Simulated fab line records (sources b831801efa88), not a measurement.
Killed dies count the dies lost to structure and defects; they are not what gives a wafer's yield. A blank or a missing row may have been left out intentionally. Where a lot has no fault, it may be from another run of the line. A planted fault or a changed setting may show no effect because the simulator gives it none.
A single fault, viewed from 2 desks || flow sky130 || each desk has only its own numbers; what lay behind them comes last

METROLOGY DESK
What the gauges read for every lot (on any tool): the sampled wafers with a number, averaged. A lot is out of limits, marked OUT, if its mean lies more than 4 standard deviations from the usual mean; the brackets give that distance.
Columns: A = LDD_LDN_OVL at SKY_LDD_LDN_OVL_MEAS_07, usual -0.9 nm; B = SD_P_OVL at SKY_SD_P_OVL_MEAS_08, usual -0.9 nm; C = SD_N_TW at SKY_SD_N_TW_MEAS_12, usual 3990; D = SD_N_RS at SKY_SD_N_RS_MEAS_16, usual 68.56 ohm/sq; E = SD_P_RS at SKY_SD_N_RS_MEAS_17, usual 147.1 ohm/sq
{"lot": "L970", "first seen here": "day 23 19:28", "A": 0.2, "B": 1.0, "C": 3982, "D": 68.63, "E": 147.1}
{"lot": "L972", "first seen here": "day 24 01:38", "A": -3.1, "B": -3.7, "C": 3958, "D": 68.64, "E": 146.9}
{"lot": "L973", "first seen here": "day 24 17:14", "A": -2.4, "B": -0.5, "C": 3993, "D": 68.54, "E": 147.4}
{"lot": "L975", "first seen here": "day 25 05:31", "A": 0.0, "B": -2.6, "C": 3947, "D": "71.64 (+38) OUT", "E": "165.0 (+51) OUT"}
{"lot": "L976", "first seen here": "day 25 10:56", "A": 0.3, "B": -0.9, "C": 3961, "D": 68.54, "E": 146.8}
{"lot": "L977", "first seen here": "day 25 16:53", "A": -0.5, "B": -1.7, "C": 3983, "D": "71.63 (+38) OUT", "E": "165.3 (+52) OUT"}
{"lot": "L985", "first seen here": "day 28 12:08", "A": -2.3, "B": -0.8, "C": 4003, "D": 68.61, "E": 147.4}
{"lot": "L988", "first seen here": "day 29 03:26", "A": 0.7, "B": -0.8, "C": 3990, "D": 68.52, "E": 147.1}
{"lot": "L989", "first seen here": "day 29 15:22", "A": -1.5, "B": 2.1, "C": 4019, "D": 68.57, "E": 147.1}
{"lot": "L991", "first seen here": "day 30 04:49", "A": 0.3, "B": -0.3, "C": 3997, "D": 68.63, "E": 147.3}
{"lot": "L992", "first seen here": "day 30 16:42", "A": -0.8, "B": 1.6, "C": 3999, "D": 68.56, "E": 146.3}
{"lot": "L993", "first seen here": "day 30 22:43", "A": 0.1, "B": -0.1, "C": 3911, "D": 68.58, "E": 147.2}
This desk's finding: out of limits on L975, L977; first on L975, day 30 02:16 (SD_N_RS at SKY_SD_N_RS_MEAS_16). Within limits: L970, L972, L973, L976, L985, L988, L989, L991, L992, L993.

TOOL OWNER'S DESK, rtp anneal-02
Per lot that ran on this tool, the mean of the sampled wafers carrying a number, from the tool's own readings at SKY_SD_N_RTA_14 (time 2 s). A lot is out of limits, marked OUT, if its mean lies more than 4 standard deviations from the usual mean; the brackets give that distance.
Columns: A = lamp power pct at SKY_SD_N_RTA_14, usual 15.74 %; B = ramp down c per s at SKY_SD_N_RTA_14, usual 90.002; C = wafer_temp_C_max at SKY_SD_N_RTA_14, usual 1077.8
{"lot": "L972", "first seen here": "day 29 02:38", "A": 15.81, "B": 90.012, "C": 1078.4}
{"lot": "L973", "first seen here": "day 29 16:10", "A": 15.74, "B": 90.001, "C": 1077.1}
{"lot": "L975", "first seen here": "day 30 02:04", "A": "15.07 (-13) OUT", "B": 89.984, "C": 1078.6}
{"lot": "L977", "first seen here": "day 30 13:26", "A": "15.07 (-13) OUT", "B": 89.996, "C": 1078.1}
{"lot": "L985", "first seen here": "day 33 05:41", "A": 15.76, "B": 89.989, "C": 1077.4}
{"lot": "L989", "first seen here": "day 34 08:23", "A": 15.73, "B": 90.004, "C": 1078.1}
{"lot": "L991", "first seen here": "day 34 21:50", "A": 15.70, "B": 90.013, "C": 1077.3}
{"lot": "L993", "first seen here": "day 35 14:41", "A": 15.75, "B": 90.020, "C": 1078.8}
This desk finds L975, L977 out of limits, L975 being first, at day 30 02:04 (lamp power pct at SKY_SD_N_RTA_14). Within limits: L972, L973, L985, L989, L991, L993.

ALL TOGETHER
On L975, L977, at day 30 02:04, an alarm was possible from the tool owner's desk.
L975, L977 would have let the metrology desk raise an alarm at day 30 02:16.
Of the lots named, all ran SKY_SD_N_RTA_14 on rtp anneal-02.

WHAT THE SIMULATOR HAD INSERTED
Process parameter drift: rtp anneal-02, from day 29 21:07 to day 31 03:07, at SKY_SD_N_RTA_14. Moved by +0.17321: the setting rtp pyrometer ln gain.
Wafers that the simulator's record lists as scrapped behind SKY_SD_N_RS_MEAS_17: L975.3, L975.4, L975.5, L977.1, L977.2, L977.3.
Struck lots among those shown: L975, L977.
Fault start to first reading out of limits, in hours, per desk: tool owner, 5; metrology, 5.
